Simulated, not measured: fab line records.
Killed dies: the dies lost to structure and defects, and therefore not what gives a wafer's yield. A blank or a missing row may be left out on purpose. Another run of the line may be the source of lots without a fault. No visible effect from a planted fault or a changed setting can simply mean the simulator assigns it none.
A struck lot beside a sound one ; flow sky130 ; 42 steps out of a route of 708
Sound: the wafers L775.1, L775.2, L775.6. The struck wafers were L780.2, L780.4, L780.5. At the end, the cause is stated.
Per side, at each step with rows, come the tool, then ch with its chambers, and then its first start. Under that, the readings that differ: sound wafers ; struck wafers ; difference of the means ; sigmas: that difference in standard deviations of wafers without a fault.
alike: a reading whose means differ by less than 2 such deviations, as well as words and numbers matching on both sides. not compared: withheld readings; readings where some wafer has no value; bounds like >300 that might hide an equal value; numbers whose values overlap and for which the record gives no deviation.
A row with sigmas, a row that says differs or no value, or rows on one side alone: a step with any of these is where the two part. Non-overlapping numbers with no deviation appear without sigmas and do not part them. A reading missing from all wafers of one side parts the sides only when that side holds two or more wafers.

SKY_NWELL_OVL_MEAS_10:
  struck on overlay-02, day 7 08:46; sound on overlay-01, day 6 00:17
  alike: NWELL_00_OVL
then, 3 steps without rows for these wafers: SKY_NWELL_IMPLANT_11; SKY_NWELL_IMPLANT_12; SKY_NWELL_IMPLANT_13.
SKY_NWELL_STRIP_14: strips in O2/N2.
  sound on plasmaAsher-03 ch 0,1, day 6 00:46; struck on plasmaAsher-01 ch 0,1, day 7 09:14
  alike: drypumpMotorCurrentA, oesProductAu, stripTimeToEndpointS
  not compared: rfHoursCounterH
SKY_NWELL_TW_MEAS_15:
  struck on filmMetro-01, day 7 09:21; sound on filmMetro-01, day 6 00:52
  alike: NWELL_TW
then, 6 steps without rows for these wafers: SKY_NWELL_DEHYDRATE_16 (time 60 s); SKY_NWELL_HMDS_17 (prime time 60 s); SKY_NWELL_COAT_18 (resist thk 3000 nm); SKY_NWELL_SOFTBAKE_19; SKY_NWELL_EXPOSE_20 (exposes mask NWM COMPLEMENT, target cd 840 nm); SKY_NWELL_PEB_21.
SKY_NWELL_DEVELOP_22: develop time 60 s.
  sound on lithoTrack-04 ch 0, day 6 18:00; struck on lithoTrack-04 ch 0, day 8 04:00
SKY_NWELL_OVL_MEAS_23:
  struck on overlay-02, day 8 04:13; sound on overlay-01, day 6 18:52
  alike: NWELL_01_OVL
after that, 1 step had no rows for these wafers: SKY_NWELL_IMPLANT_24.
SKY_NWELL_STRIP_25: strips in O2/N2.
  sound on plasmaAsher-03 ch 0,1, day 6 19:04; struck on plasmaAsher-01 ch 0,1, day 8 04:24
  alike: drypumpMotorCurrentA, oesProductAu, stripTimeToEndpointS
  not compared: rfHoursCounterH
SKY_NWELL_TW_MEAS_26:
  struck on filmMetro-01, day 8 04:31; sound on filmMetro-03, day 6 19:10
reading;sound;struck;difference;sigmas
NWELL_2_TW;491 491 492;503 505 504;+13;+2
then, 1 step without rows for these wafers: SKY_NWELL_CLEAN_27 (cleans in SC1/SC2, time 150 s).
SKY_NWELL_RTA_28: time 30 s.
  sound on rtpAnneal-02 ch 0, day 6 19:16; struck on rtpAnneal-02 ch 0, day 8 04:38
  alike: lampPowerPct, wafer_temp_C_max
SKY_NWELL_RS_MEAS_29: measures by four-point-probe.
  struck on filmMetro-04, day 8 04:44; sound on filmMetro-01, day 6 19:22
  alike: NWELL_RS
SKY_NWELL_RS_MEAS_31: measures by four-point-probe.
  struck on filmMetro-04, day 8 04:58; sound on filmMetro-01, day 6 19:37
  alike: PWDE_RS
then, 7 steps without rows for these wafers: SKY_VT_ADJUST_HVTP_DEHYDRATE_00 (time 60 s); SKY_VT_ADJUST_HVTP_HMDS_01 (prime time 60 s); SKY_VT_ADJUST_HVTP_COAT_02 (resist thk 1140 nm); SKY_VT_ADJUST_HVTP_SOFTBAKE_03 (time 60 s); SKY_VT_ADJUST_HVTP_EXPOSE_04 (exposes mask HVTPM, target cd 380 nm); SKY_VT_ADJUST_HVTP_PEB_05; SKY_VT_ADJUST_HVTP_DEVELOP_06 (develop time 60 s).
SKY_VT_ADJUST_HVTP_CD_MEAS_07: the cd target is 380 nm.
  struck on cdSem-01, day 9 01:08; sound on cdSem-02, day 7 14:12
  alike: cdNm
SKY_VT_ADJUST_HVTP_OVL_MEAS_08:
  struck on overlay-02, day 9 01:14; sound on overlay-01, day 7 14:19
  alike: VT_ADJUST_HVTP_OVL
after that, 1 step had no rows for these wafers: SKY_VT_ADJUST_HVTP_IMPLANT_09.
SKY_VT_ADJUST_HVTP_STRIP_10: strips in O2/N2.
  sound on plasmaAsher-04 ch 0,1, day 7 14:31; struck on plasmaAsher-01 ch 0,1, day 9 01:25
  alike: drypumpMotorCurrentA, oesProductAu, stripTimeToEndpointS
  not compared: rfHoursCounterH
SKY_VT_ADJUST_HVTP_TW_MEAS_11:
  struck on filmMetro-01, day 9 01:32; sound on filmMetro-02, day 7 14:37
  alike: VT_ADJUST_HVTP_TW
then, 7 steps without rows for these wafers: SKY_VT_ADJUST_LVTN_DEHYDRATE_00 (time 60 s); SKY_VT_ADJUST_LVTN_HMDS_01 (prime time 60 s); SKY_VT_ADJUST_LVTN_COAT_02 (resist thk 3000 nm); SKY_VT_ADJUST_LVTN_SOFTBAKE_03; SKY_VT_ADJUST_LVTN_EXPOSE_04 (exposes mask NWM COMPLEMENT LESS NATIVE, target cd 840 nm); SKY_VT_ADJUST_LVTN_PEB_05; SKY_VT_ADJUST_LVTN_DEVELOP_06 (develop time 60 s).
SKY_VT_ADJUST_LVTN_OVL_MEAS_07:
  struck on overlay-02, day 9 22:43; sound on overlay-01, day 8 10:45
  alike: VT_ADJUST_LVTN_OVL
-- here the record skips 39 days between the struck wafers' starts before and after, leaving off in module VT_ADJUST_LVTN and picking up in module PAD_OPEN (first step shown: number 708 of the route) --
SKY_PAD_OPEN_PROBE_99:
  struck on prober-01, day 48 17:32; sound on prober-01, day 47 05:29
reading;sound;struck;difference;sigmas
model.etest.resIsoPwell.widthNm (nm);2653 2651 2655;2629 2644 2635;-17;
  alike: killed_at_M0_to_M3, killed_at_M4_up, killedAtContacts, killedAtFrontEnd, killedAtOther, killedDies, killedOpen, killedShort

== WHERE THEY PART ==
Only at SKY_NWELL_TW_MEAS_26, within this record. Later steps at which nothing parts them and some readings are alike: SKY_NWELL_RTA_28, SKY_NWELL_RS_MEAS_29, SKY_NWELL_RS_MEAS_31, SKY_VT_ADJUST_HVTP_CD_MEAS_07, SKY_VT_ADJUST_HVTP_OVL_MEAS_08, SKY_VT_ADJUST_HVTP_STRIP_10, SKY_VT_ADJUST_HVTP_TW_MEAS_11, SKY_VT_ADJUST_LVTN_OVL_MEAS_07, SKY_PAD_OPEN_PROBE_99.

WHY: what had been put in by the simulator
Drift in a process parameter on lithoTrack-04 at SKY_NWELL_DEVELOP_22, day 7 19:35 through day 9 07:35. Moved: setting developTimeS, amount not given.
